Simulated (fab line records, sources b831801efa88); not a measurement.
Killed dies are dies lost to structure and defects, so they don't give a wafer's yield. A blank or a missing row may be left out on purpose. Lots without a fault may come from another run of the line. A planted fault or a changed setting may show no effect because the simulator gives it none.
fab line records | flow sfq_line
record lots=5 wafers=15 last_day=82
route steps=325 shown M4@152
lots that met no fault: from a run of the same line without faults
start_h: hours from the record's first day to the start of the lot's first wafer shown | wait_h: hours since the lot's step before | " the same as in the row above | L1.1+2: a row that stands for several wafers | - no value, or no start given | * or withheld: withheld | < > ~ a bound
route shown NAME@n: a module of which the file shows steps, and the number in the route of the first | usual: mean/standard deviation of fault-free wafers | same: alike in all rows | chamber/n: place in a boat | sites: the reading at each site | _std_site: their standard deviation | _edge_site: outer sites' mean less inner sites' | radius_mm: how far each site lies from the wafer's centre | mask NAME#n: copy n | behind: the tool/chamber that last shaped the wafer | hold: why the lot was held/for how many hours/how that ended | device: the transistor (n, p or np) that didn't switch | end of line: the same wafers' tests at the end of the route | a step without rows: its recipe alone | killed: dies lost to structure and defects at the first sort, not the wafer's yield | map: a wafer's dies, x killed, . not, _ none there
set.NAME: the setting as run; set.NAME@STEP: as run at that earlier step | model.NAME: the simulator's own value behind a step, which no gauge read
lots at some steps of the route; a table a step, a row a wafer
services: from which hour (start_h, from the record's first day; less than 0 if before it) a tool's chamber was out of use, for how many hours, and why
## steps
# step SFQ_TRILAYER_M4_LITHO_COAT_098
# recipe resist=BARC spin_rpm=3000 resist_thk_nm=62
# columns lot.wafer tool chamber start_h wait_h
L074.1+3+4 litho_track-04 0 799.51 0.1
L080.2+4+5 litho_track-01 0 921.05 0.1
L087.2+3+4 litho_track-01 0 982.83 0.1
L091.1+4+6 litho_track-04 0 1016.18 0.1
L095.1+2+6 litho_track-04 0 1042.70 0.1
# step SFQ_TRILAYER_M4_LITHO_COAT_093
# recipe resist=KrF spin_rpm=3000 resist_thk_nm=600
# columns lot.wafer tool chamber start_h wait_h
L074.1+3+4 litho_track-04 0 799.81 0.2
L080.2+4+5 litho_track-01 0 921.35 0.2
L087.2+3+4 litho_track-01 0 983.13 0.2
L091.1+4+6 litho_track-04 0 1016.48 0.2
L095.1+2+6 litho_track-04 0 1043.00 0.2
# step SFQ_TRILAYER_M4_LITHO_SOFTBAKE_097
# recipe temp_c=withheld time_s=withheld resist=KrF
# columns lot.wafer tool chamber start_h wait_h
L074.1+3+4 litho_track-04 0 800.11 0.2
L080.2+4+5 litho_track-01 0 921.62 0.2
L087.2+3+4 litho_track-01 0 983.40 0.2
L091.1+4+6 litho_track-04 0 1016.78 0.2
L095.1+2+6 litho_track-04 0 1043.30 0.2
# step SFQ_TRILAYER_M4_LITHO_EXPOSE_094
# recipe mask_id=M4 na=0.6 source_shape=conventional sigma_outer=0.65 target_cd_nm=500 dose_mj=14.4
# usual focus_offset_nm=0.0/0.47
# columns lot.wafer tool chamber start_h wait_h mask focus_offset_nm
L074.1 krf_scanner-02 0 934.83 - M4#0 0.2
L074.3 " 0 " " M4#0 0.7
L074.4 " 0 " " M4#0 0.3
L080.2 krf_scanner-02 0 1065.34 - M4#0 0.2
L080.4 " 0 " " M4#0 -0.2
L080.5 " 0 " " M4#0 -0.2
L087.2 krf_scanner-01 0 1117.98 - M4#0 0.0
L087.3 " 0 " " M4#0 -0.7
L087.4 " 0 " " M4#0 -0.6
L091.1 krf_scanner-02 0 1157.33 - M4#0 0.7
L091.4 " 0 " " M4#0 -0.1
L091.6 " 0 " " M4#0 0.1
L095.1 krf_scanner-02 0 1188.78 - M4#0 -0.2
L095.2 " 0 " " M4#0 -0.3
L095.6 " 0 " " M4#0 0.0
# step SFQ_TRILAYER_M4_LITHO_PEB_096
# recipe peb_temp_c=115 peb_time_s=60 resist=KrF
# columns lot.wafer tool chamber start_h wait_h
L074.1+3+4 litho_track-04 0 936.03 1.0
L080.2+4+5 litho_track-01 0 1066.36 0.8
L087.2+3+4 litho_track-04 0 1119.01 0.8
L091.1+4+6 litho_track-04 0 1158.53 1.0
L095.1+2+6 litho_track-02 0 1189.98 1.0
# step SFQ_TRILAYER_M4_LITHO_DEVELOP_095
# recipe time_s=60 resist=KrF
# columns lot.wafer tool chamber start_h wait_h
L074.1+3+4 litho_track-04 0 936.18 0.1
L080.2+4+5 litho_track-01 0 1066.51 0.1
L087.2+3+4 litho_track-04 0 1119.16 0.1
L091.1+4+6 litho_track-04 0 1158.68 0.1
L095.1+2+6 litho_track-02 0 1190.13 0.1
# step SFQ_M4_OVL_MEAS_926
# usual M4_OVL=3/4.7
# columns lot.wafer tool chamber start_h wait_h M4_OVL[nm]
L074.1 overlay-02 - 936.33 0.1 11
L074.3 " - " " 9
L074.4 " - " " 11
L080.2 overlay-01 - 1066.64 0.1 -2
L080.4 " - " " -3
L080.5 " - " " -1
L087.2 overlay-02 - 1119.29 0.1 3
L087.3 " - " " 10
L087.4 " - " " 6
L091.1 overlay-02 - 1158.83 0.1 5
L091.4 " - " " 10
L091.6 " - " " 6
L095.1 overlay-02 - 1190.28 0.1 4
L095.2 " - " " 0
L095.6 " - " " 7
# step SFQ_TRILAYER_M4_BARC_OPEN_METAL_ETCH_123
# recipe mask_material=PR chemistry=O2 target_depth_nm=125 target=BARC icp_w=600 bias_w=80 pressure_mtorr=10 time_s=41.7
# usual drypump_motor_current_A=5.6/0.42 oes_product_au=0.685/0.0051
# columns lot.wafer tool chamber start_h wait_h drypump_motor_current_A oes_product_au rf_hours_counter_h
L074.1 rie_metal-04 0 936.37 0.0 6.2 0.685 89
L074.3 " 0 " " 6.2 0.698 -
L074.4 " 1 " " 5.3 0.684 -
L080.2 rie_metal-03 1 1066.67 0.0 5.0 0.688 71
L080.4 " 0 " " 6.0 0.687 -
L080.5 " 0 " " 6.0 0.677 -
L087.2 rie_metal-04 1 1119.32 0.0 5.3 0.682 121
L087.3 " 0 " " 6.2 0.685 -
L087.4 " 1 " " 5.3 0.680 -
L091.1 rie_metal-04 0 1158.87 0.0 6.2 0.684 116
L091.4 " 0 " " 6.2 0.678 -
L091.6 " 0 " " 6.2 0.692 -
L095.1 rie_metal-01 1 1190.32 0.0 5.7 0.680 16
L095.2 " 0 " " 5.3 0.690 43
L095.6 " 1 " " 5.6 0.686 -
# step SFQ_TRILAYER_M4_ETCH_METAL_ETCH_096
# recipe target=Nb stop_on=SiO2 mask_material=PR chemistry=Cl2/Ar target_depth_nm=240 icp_w=600 bias_w=80 pressure_mtorr=10 time_s=120
# usual drypump_motor_current_A=5.6/0.42 oes_product_au=0.893/0.0065
# columns lot.wafer tool chamber start_h wait_h drypump_motor_current_A oes_product_au rf_hours_counter_h
L074.1 rie_metal-04 0 936.43 0.0 6.2 0.889 89
L074.3 " 0 " " 6.2 0.890 -
L074.4 " 1 " " 5.3 0.896 -
L080.2 rie_metal-03 1 1066.73 0.0 5.0 0.901 71
L080.4 " 0 " " 6.0 0.893 -
L080.5 " 0 " " 6.0 0.895 -
L087.2 rie_metal-04 1 1119.38 0.0 5.3 0.908 121
L087.3 " 0 " " 6.2 0.884 -
L087.4 " 1 " " 5.3 0.898 -
L091.1 rie_metal-04 0 1158.93 0.0 6.2 0.883 116
L091.4 " 0 " " 6.2 0.899 -
L091.6 " 0 " " 6.2 0.881 -
L095.1 rie_metal-01 1 1190.38 0.0 5.7 0.896 16
L095.2 " 0 " " 5.3 0.893 43
L095.6 " 1 " " 5.7 0.892 -
# step SFQ_TRILAYER_M4_STRIP_STRIP_097
# recipe gas=O2 power_w=200 platen_temp_c=40 overash_fraction=0.65 chemistry=O2 pressure_mtorr=50
# usual drypump_motor_current_A=5.6/0.42 oes_product_au=0.999/0.0074
# columns lot.wafer tool chamber start_h wait_h drypump_motor_current_A oes_product_au rf_hours_counter_h
L074.1 rie_metal-04 0 936.55 0.1 6.2 0.997 89
L074.3 " 0 " " 6.2 1.008 -
L074.4 " 1 " " 5.3 1.009 -
L080.2 rie_metal-03 1 1066.86 0.1 5.0 1.003 71
L080.4 " 0 " " 6.0 1.000 -
L080.5 " 0 " " 6.0 1.015 -
L087.2 rie_metal-04 1 1119.50 0.1 5.3 1.012 121
L087.3 " 0 " " 6.2 0.998 -
L087.4 " 1 " " 5.3 1.007 -
L091.1 rie_metal-04 0 1159.05 0.1 6.3 0.994 116
L091.4 " 0 " " 6.2 0.998 -
L091.6 " 0 " " 6.2 0.988 -
L095.1 rie_metal-01 1 1190.50 0.1 5.6 0.985 16
L095.2 " 0 " " 5.3 0.995 43
L095.6 " 1 " " 5.7 0.996 -
## services
# columns tool chamber start_h hours kind
krf_scanner-02 - 780.41 0.8 pm
rie_metal-01 - 782.19 1.7 repair
rie_metal-03 - 783.73 0.8 repair
krf_scanner-02 - 803.62 0.3 repair
krf_scanner-02 - 810.53 0.1 repair
krf_scanner-02 - 838.87 1.0 pm
krf_scanner-02 - 902.72 1.3 pm
krf_scanner-02 - 938.05 2.1 repair
krf_scanner-02 - 949.71 0.8 pm
rie_metal-03 - 953.10 2.8 pm
rie_metal-04 - 954.34 0.5 repair
rie_metal-04 - 969.99 4.4 repair
krf_scanner-02 - 974.51 4.4 pm
rie_metal-04 0 985.08 21.4 repair
krf_scanner-02 - 1004.58 0.7 repair
krf_scanner-02 - 1007.41 1.0 pm
rie_metal-01 1 1072.21 14.3 repair
krf_scanner-02 - 1079.54 1.3 pm
rie_metal-01 - 1101.60 1.4 pm
krf_scanner-02 - 1105.08 0.4 repair
krf_scanner-02 - 1117.75 0.8 pm
krf_scanner-02 - 1132.68 4.3 repair
krf_scanner-02 - 1146.14 0.6 repair
krf_scanner-02 - 1176.53 1.0 pm
## key
fault none
